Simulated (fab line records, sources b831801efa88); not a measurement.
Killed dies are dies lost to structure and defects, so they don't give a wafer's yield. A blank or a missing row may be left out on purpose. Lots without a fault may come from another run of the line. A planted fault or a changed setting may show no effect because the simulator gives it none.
Chamber matching | flow sky130 | SKY_POLY_GATE_ETCH_17 on rie_si-01: 4 sister chambers
The step etches poly-Si in HBr/Cl2, stops on SiO2, target depth 180 nm, time 70.5 s. 4 wafers are shown with their chamber, then 7 later ones without.

WAFERS WITH THEIR CHAMBER
wafer  | chamber | drypump_motor_current_A (A)
L567.2 | 3       | 6.1
L567.6 | 0       | 4.9
L572.1 | 2       | 5.3
L572.4 | 1       | 6.1

WAFERS WITHOUT THEIR CHAMBER
wafer  | drypump_motor_current_A (A)
L572.6 | 6.1
L573.1 | 5.4
L573.3 | 6.1
L573.4 | 6.1
L575.1 | 5.3
L575.2 | 4.9
L575.3 | 6.1

WHICH CHAMBER EACH WENT THROUGH
wafer  | from the rows above     | in truth
L572.6 | can't be placed: 1 or 3 | 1
L573.1 | 2                       | 2
L573.3 | can't be placed: 1 or 3 | 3
L573.4 | can't be placed: 1 or 3 | 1
L575.1 | 2                       | 2
L575.2 | 0                       | 0
L575.3 | can't be placed: 1 or 3 | 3
Placed correctly: 3 of 7. Can't be placed from these rows: 4 (the true chamber is among the candidates in 4). Placed wrongly: 0.
How it was worked out, from the rows above alone: a wafer's distance from a chamber is the root of the sum, over the readings, of the square of ((its reading less the chamber's mean) divided by the reading's scatter). The wafer belongs to the nearest chamber; if the next one is less than 2 further off, it can't be placed. A chamber's mean is the mean of its shown wafers. The scatter: with one shown wafer a chamber, the root of the mean of the squares of how far each hidden wafer lies from its nearest shown one.
